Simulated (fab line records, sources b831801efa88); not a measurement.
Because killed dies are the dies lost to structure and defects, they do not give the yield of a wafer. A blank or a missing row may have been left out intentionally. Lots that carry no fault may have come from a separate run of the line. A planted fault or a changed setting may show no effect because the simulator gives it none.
fab line records ; flow sfq-line
record lots=14; wafers=42; last-day=87
route steps=325 shown C5@247 I6@279 I7@300
lots untouched by any fault: they come from a run of this same line in which no faults occurred
start-h: hours from the record's first day to the start of the lot's first wafer shown ; wait-h: hours elapsed since this lot's preceding step ; " as in the row above ; L1.1+2: a row that stands for several wafers ; - no value present, or no start provided ; * or withheld: withheld ; < > ~ a bound
route shown NAME@n: NAME is a module with steps in the file, n the number in the route of the first one ; usual: the fault-free wafers' mean and standard deviation ; same: alike in all rows ; chamber/n: place in a boat ; sites: readings site by site ; _std_site: the standard deviation of these ; _edge_site: inner sites' mean taken away from outer sites' mean ; radius-mm: for every site, how far away it sits from the centre of the wafer ; mask NAME#n: copy n ; behind: tool/chamber where the wafer was last shaped ; hold: why the lot was held/for how many hours/how that ended ; device: whichever transistor did not switch (one of n, p or np) ; end of line: at the end of the route, the tests of the same wafers ; for a step that has no rows: nothing shown but its recipe ; killed: the dies lost at the first sort to structure and to defects; this is not the yield of the wafer ; map: a wafer's dies, x killed, . not, _ none there
set.NAME: the setting as run; set.NAME@STEP: as run at that earlier step ; model.NAME: the simulator's own value behind a step, which no gauge read
one table for each step of the route and one row for each wafer, over a sample of lots
services: a tool's chamber out of use, with start hour (start-h, from the record's first day; less than 0 if before it), hours out, and reason
## steps
# step SFQ_TRILAYER_C5_BARC_OPEN_VIA_ETCH_210
# recipe mask-material=PR; chemistry=O2; target-depth-nm=125; target=BARC; source-w=500; bias-w=80; pressure-mtorr=30; time-s=41.7
# usual drypump-motor-current-A=5.8/0.45; oes-product-au=0.686/0.0052
lot.wafer;tool;chamber;start-h;wait-h;drypump-motor-current-A;oes-product-au;rf-hours-counter-h
L748.1;rie-diel-03;2;1463.41;0.0;6.7;0.688;2
L748.3;rie-diel-03;0;1463.41;0.0;6.1;0.691;2
L748.4;rie-diel-03;1;1463.41;0.0;5.2;0.685;1
L751.1;rie-diel-01;3;1721.46;0.0;5.2;0.679;2
L751.5;rie-diel-01;2;1721.46;0.0;6.0;0.683;-
L751.6;rie-diel-01;1;1721.46;0.0;5.9;0.681;-
L753.2;rie-diel-04;0;1795.96;0.0;5.3;0.688;3
L753.4;rie-diel-04;3;1795.96;0.0;5.4;0.691;-
L753.6;rie-diel-04;0;1795.96;0.0;5.3;0.674;-
L757.3;rie-diel-03;1;1827.16;0.0;5.3;0.686;7
L757.4;rie-diel-03;0;1827.16;0.0;6.1;0.687;8
L757.5;rie-diel-03;2;1827.16;0.0;6.7;0.690;-
L758.1;rie-diel-03;2;1831.02;0.0;6.7;0.681;7
L758.3;rie-diel-03;0;1831.02;0.0;6.1;0.680;8
L758.6;rie-diel-03;1;1831.02;0.0;5.3;0.690;-
L760.3;rie-diel-04;1;1837.02;0.0;6.0;0.684;5
L760.4;rie-diel-04;0;1837.02;0.0;5.3;0.690;4
L760.6;rie-diel-04;1;1837.02;0.0;6.0;0.679;-
L761.1;rie-diel-01;0;1839.42;0.0;5.8;0.690;17
L761.5;rie-diel-01;2;1839.42;0.0;6.0;0.687;-
L761.6;rie-diel-01;1;1839.42;0.0;5.9;0.692;-
L762.1;rie-diel-03;2;1841.82;0.0;6.7;0.682;8
L762.3;rie-diel-03;3;1841.82;0.0;6.3;0.677;2
L762.6;rie-diel-03;3;1841.82;0.0;6.3;0.686;-
L763.1;rie-diel-04;2;1847.82;0.0;5.6;0.681;19
L763.3;rie-diel-04;0;1847.82;0.0;5.3;0.680;4
L763.4;rie-diel-04;3;1847.82;0.0;5.4;0.690;4
L764.1;rie-diel-01;2;1850.38;0.0;6.0;0.686;7
L764.3;rie-diel-01;0;1850.38;0.0;5.8;0.689;17
L764.4;rie-diel-01;1;1850.38;0.0;5.8;0.680;9
L765.2;rie-diel-04;1;1850.91;0.0;6.0;0.694;5
L765.3;rie-diel-04;2;1850.91;0.0;5.6;0.689;19
L765.6;rie-diel-04;2;1850.91;0.0;5.6;0.681;-
L766.1;rie-diel-03;3;1854.51;0.0;6.3;0.689;3
L766.4;rie-diel-03;2;1854.51;0.0;6.7;0.686;-
L766.5;rie-diel-03;3;1854.51;0.0;6.3;0.686;-
L769.1;rie-diel-03;3;1865.31;0.0;6.3;0.686;3
L769.3;rie-diel-03;2;1865.31;0.0;6.7;0.693;8
L769.6;rie-diel-03;3;1865.31;0.0;6.3;0.690;-
L770.2;rie-diel-04;0;1870.11;0.0;5.3;0.690;4
L770.5;rie-diel-04;3;1870.11;0.0;5.4;0.678;-
L770.6;rie-diel-04;0;1870.11;0.0;5.3;0.691;-
# step SFQ_TRILAYER_I6_VIA_STRIP_STRIP_173
# recipe gas=O2; power-w=200; platen-temp-c=40; overash-fraction=0.65; chemistry=O2; pressure-mtorr=50
# usual drypump-motor-current-A=5.89/0.23; oes-product-au=0.996/0.016
lot.wafer;tool;chamber;start-h;wait-h;drypump-motor-current-A;oes-product-au;rf-hours-counter-h
L748.1;rie-metal-02;1;1675.01;-;5.72;0.984;23
L748.3;rie-metal-02;1;1675.01;-;5.73;0.983;-
L748.4;rie-metal-02;1;1675.01;-;5.71;0.983;-
L751.1;rie-metal-02;0;1740.39;-;5.63;0.998;98
L751.5;rie-metal-02;1;1740.39;-;5.76;0.991;-
L751.6;rie-metal-02;0;1740.39;-;5.62;1.010;-
L753.2;rie-metal-01;1;1822.67;-;6.30;0.992;106
L753.4;rie-metal-01;0;1822.67;-;6.15;1.017;-
L753.6;rie-metal-01;1;1822.67;-;6.29;1.001;-
L757.3;rie-metal-01;1;1916.31;-;6.28;1.002;-
L757.4;rie-metal-01;0;1916.31;-;6.07;1.030;-
L757.5;rie-metal-01;1;1916.31;-;6.30;1.015;-
L758.1;rie-metal-02;1;1925.28;-;5.73;0.979;64
L758.3;rie-metal-02;1;1925.28;-;5.75;0.978;-
L758.6;rie-metal-02;1;1925.28;-;5.73;0.990;-
L760.3;rie-metal-02;1;1933.44;-;5.74;0.978;-
L760.4;rie-metal-02;0;1933.44;-;5.65;1.005;-
L760.6;rie-metal-02;1;1933.44;-;5.76;0.988;-
L761.1;rie-metal-02;1;1936.84;-;5.74;0.992;65
L761.5;rie-metal-02;0;1936.84;-;5.61;1.004;-
L761.6;rie-metal-02;1;1936.84;-;5.73;0.987;-
L762.1;rie-metal-02;0;1939.24;-;5.65;0.989;2
L762.3;rie-metal-02;1;1939.24;-;5.74;0.974;-
L762.6;rie-metal-02;1;1939.24;-;5.75;0.979;-
L763.1;rie-metal-02;0;1947.30;-;5.59;1.014;4
L763.3;rie-metal-02;0;1947.30;-;5.61;1.016;-
L763.4;rie-metal-02;1;1947.30;-;5.77;0.986;-
L764.1;rie-metal-02;1;1953.42;-;5.74;0.993;68
L764.3;rie-metal-02;1;1953.42;-;5.77;0.999;-
L764.4;rie-metal-02;0;1953.42;-;5.68;1.014;-
L765.2;rie-metal-03;1;1954.68;-;5.97;0.988;131
L765.3;rie-metal-03;0;1954.68;-;5.93;0.986;-
L765.6;rie-metal-03;1;1954.68;-;5.97;0.987;-
L766.1;rie-metal-01;1;1958.86;-;6.28;0.998;125
L766.4;rie-metal-01;0;1958.86;-;6.12;1.011;-
L766.5;rie-metal-01;0;1958.86;-;6.08;1.019;-
L769.1;rie-metal-02;0;1977.64;-;5.63;1.010;9
L769.3;rie-metal-02;1;1977.64;-;5.78;0.981;-
L769.6;rie-metal-02;1;1977.64;-;5.77;0.983;-
L770.2;rie-metal-03;0;1982.64;-;5.95;0.991;-
L770.5;rie-metal-03;0;1982.64;-;5.93;0.980;-
L770.6;rie-metal-03;0;1982.64;-;5.95;0.984;-
# step SFQ_TRILAYER_I7_VIA_LITHO_COAT_192
# recipe resist=BARC; spin-rpm=3000; resist-thk-nm=62
# usual exhaust-pa=45.1/0.79; spin-speed-rpm=3000.0/2
lot.wafer;tool;chamber;start-h;wait-h;exhaust-pa;spin-speed-rpm
L748.1;litho-track-04;0;1686.65;1.0;45.6;3002.5
L748.3;litho-track-04;0;1686.65;1.0;45.4;2996.1
L748.4;litho-track-04;0;1686.65;1.0;44.9;3000.0
L751.1;litho-track-03;0;1835.16;1.0;45.1;3000.4
L751.5;litho-track-03;0;1835.16;1.0;46.1;3001.8
L751.6;litho-track-03;0;1835.16;1.0;45.6;3001.7
L753.2;litho-track-02;0;1845.74;0.8;44.3;2999.6
L753.4;litho-track-02;0;1845.74;0.8;45.3;3000.0
L753.6;litho-track-02;0;1845.74;0.8;44.5;3003.4
L757.3;litho-track-04;0;1926.56;0.7;45.5;2997.3
L757.4;litho-track-04;0;1926.56;0.7;45.1;2997.1
L757.5;litho-track-04;0;1926.56;0.7;46.0;2998.7
L758.1;litho-track-02;0;1935.86;1.0;46.0;3003.9
L758.3;litho-track-02;0;1935.86;1.0;44.9;2997.5
L758.6;litho-track-02;0;1935.86;1.0;45.6;3002.0
L760.3;litho-track-03;0;1943.34;0.7;45.3;2996.3
L760.4;litho-track-03;0;1943.34;0.7;44.5;2998.4
L760.6;litho-track-03;0;1943.34;0.7;45.5;2997.7
L761.1;litho-track-04;0;1947.86;1.0;45.4;3001.8
L761.5;litho-track-04;0;1947.86;1.0;44.1;2998.6
L761.6;litho-track-04;0;1947.86;1.0;43.2;3001.9
L762.1;litho-track-04;0;1949.24;1.0;45.4;3003.2
L762.3;litho-track-04;0;1949.24;1.0;44.5;2998.7
L762.6;litho-track-04;0;1949.24;1.0;45.4;3000.5
L763.1;litho-track-04;0;1958.24;1.0;45.7;3211.3
L763.3;litho-track-04;0;1958.24;1.0;44.6;3213.0
L763.4;litho-track-04;0;1958.24;1.0;45.6;3215.5
L764.1;litho-track-03;0;1968.86;1.0;45.7;3001.4
L764.3;litho-track-03;0;1968.86;1.0;45.1;3000.2
L764.4;litho-track-03;0;1968.86;1.0;45.1;2998.7
L765.2;litho-track-02;0;1971.91;0.8;45.2;2994.9
L765.3;litho-track-02;0;1971.91;0.8;44.7;3001.4
L765.6;litho-track-02;0;1971.91;0.8;44.7;2997.0
L766.1;litho-track-04;0;1975.43;1.0;45.3;3214.3
L766.4;litho-track-04;0;1975.43;1.0;44.2;3213.0
L766.5;litho-track-04;0;1975.43;1.0;45.1;3215.4
L769.1;litho-track-02;0;2002.43;1.0;44.8;3001.6
L769.3;litho-track-02;0;2002.43;1.0;45.6;3003.9
L769.6;litho-track-02;0;2002.43;1.0;44.3;3001.8
L770.2;litho-track-03;0;2005.48;0.8;44.6;2999.8
L770.5;litho-track-03;0;2005.48;0.8;44.6;2998.8
L770.6;litho-track-03;0;2005.48;0.8;45.8;2999.6
# step SFQ_TRILAYER_I7_VIA_STRIP_STRIP_191
# recipe gas=O2; power-w=200; platen-temp-c=40; overash-fraction=0.65; chemistry=O2; pressure-mtorr=50
# usual drypump-motor-current-A=5.68/0.27; oes-product-au=0.993/0.012
lot.wafer;tool;chamber;start-h;wait-h;drypump-motor-current-A;oes-product-au;rf-hours-counter-h
L748.1;rie-metal-02;1;1781.87;-;5.75;0.991;37
L748.3;rie-metal-02;1;1781.87;-;5.76;1.002;-
L748.4;rie-metal-02;0;1781.87;-;5.64;1.016;-
L751.1;rie-metal-04;1;1919.25;-;5.84;1.010;124
L751.5;rie-metal-04;1;1919.25;-;5.82;0.998;-
L751.6;rie-metal-04;1;1919.25;-;5.82;1.005;-
L753.2;rie-metal-03;1;1933.65;-;5.98;0.984;128
L753.4;rie-metal-03;1;1933.65;-;5.97;0.989;-
L753.6;rie-metal-03;1;1933.65;-;5.97;0.982;-
L757.3;rie-metal-04;1;2010.34;-;5.80;0.995;-
L757.4;rie-metal-04;0;2010.34;-;5.03;0.997;-
L757.5;rie-metal-04;0;2010.34;-;5.03;0.996;-
L758.1;rie-metal-02;0;2017.34;-;5.65;0.988;15
L758.3;rie-metal-02;0;2017.34;-;5.67;0.993;-
L758.6;rie-metal-02;1;2017.34;-;5.73;0.989;-
L760.3;rie-metal-02;0;2024.74;-;5.61;0.991;-
L760.4;rie-metal-02;1;2024.74;-;5.73;0.989;-
L760.6;rie-metal-02;1;2024.74;-;5.75;0.990;-
L761.1;rie-metal-02;0;2029.34;-;5.61;1.008;16
L761.5;rie-metal-02;0;2029.34;-;5.59;1.005;-
L761.6;rie-metal-02;1;2029.34;-;5.78;0.990;-
L762.1;rie-metal-03;0;2030.54;-;5.92;0.975;101
L762.3;rie-metal-03;1;2030.54;-;5.97;0.994;-
L762.6;rie-metal-03;0;2030.54;-;5.94;0.973;-
L763.1;rie-metal-02;0;2034.14;-;5.62;0.997;16
L763.3;rie-metal-02;1;2034.14;-;5.75;0.975;-
L763.4;rie-metal-02;0;2034.14;-;5.62;1.002;-
L764.1;rie-metal-02;1;2044.86;-;5.72;1.000;81
L764.3;rie-metal-02;0;2044.86;-;5.67;1.010;-
L764.4;rie-metal-02;1;2044.86;-;5.74;0.990;-
L765.2;rie-metal-04;0;2046.06;-;5.02;0.990;73
L765.3;rie-metal-04;1;2046.06;-;5.80;0.992;-
L765.6;rie-metal-04;0;2046.06;-;5.04;0.996;-
L766.1;rie-metal-02;0;2049.78;-;5.64;1.016;18
L766.4;rie-metal-02;0;2049.78;-;5.63;1.017;-
L766.5;rie-metal-02;0;2049.78;-;5.62;1.015;-
L769.1;rie-metal-02;1;2076.11;-;5.75;0.984;84
L769.3;rie-metal-02;0;2076.11;-;5.64;1.010;-
L769.6;rie-metal-02;1;2076.11;-;5.76;0.992;-
L770.2;rie-metal-02;1;2080.91;-;5.77;0.977;84
L770.5;rie-metal-02;0;2080.91;-;5.65;1.000;-
L770.6;rie-metal-02;1;2080.91;-;5.72;0.983;-
## services
tool;chamber;start-h;hours;kind
rie-diel-03;-;1448.79;0.2;repair
rie-diel-04;-;1474.42;0.6;repair
rie-diel-03;3;1490.79;1.6;repair
rie-diel-03;2;1503.37;3.5;repair
rie-diel-04;1;1504.00;5.9;repair
rie-diel-03;-;1562.79;0.9;repair
rie-diel-04;2;1569.73;20.4;repair
rie-diel-03;-;1587.88;4.3;pm
rie-metal-02;0;1613.74;14.9;repair
rie-diel-03;1;1620.14;2.1;repair
rie-metal-02;0;1671.76;24.8;repair
rie-diel-04;3;1726.92;32.9;repair
rie-diel-03;1;1771.98;2.5;repair
rie-diel-04;1;1776.59;5.1;repair
rie-diel-03;-;1791.39;1.0;repair
rie-diel-04;2;1793.52;6.5;repair
rie-diel-04;3;1849.04;14.0;repair
rie-diel-03;1;1851.09;11.9;repair
rie-diel-04;0;1896.11;1.3;repair
rie-metal-02;-;1900.98;2.8;pm
rie-diel-03;-;1911.03;2.8;pm
rie-diel-03;0;1963.81;6.0;repair
rie-diel-03;3;1998.12;1.8;repair
rie-diel-03;1;2006.97;13.5;repair
## key
first-sign step=SFQ_TRILAYER_I7_VIA_LITHO_COAT_192; reading=spin-speed-rpm; direction=up; sigmas=99+; usual=3000.0; struck=3213.7
effect none on later readings
met-at SFQ_TRILAYER_I7_VIA_LITHO_COAT_192
struck-lots L763,L766
not-acting-at SFQ_TRILAYER_C5_BARC_OPEN_VIA_ETCH_210,SFQ_TRILAYER_I6_VIA_STRIP_STRIP_173,SFQ_TRILAYER_I7_VIA_STRIP_STRIP_191
onset-between 1949.24 1958.24
fault kind=process-parameter-drift; tool=litho-track-04; chamber=-; onset-h=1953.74; steps=SFQ_TRILAYER_I7_VIA_LITHO_COAT_192; channel=spin-rpm; offset=212.27; shape=step; end-h=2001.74; acts-in=these-recipes-only; stated=3000
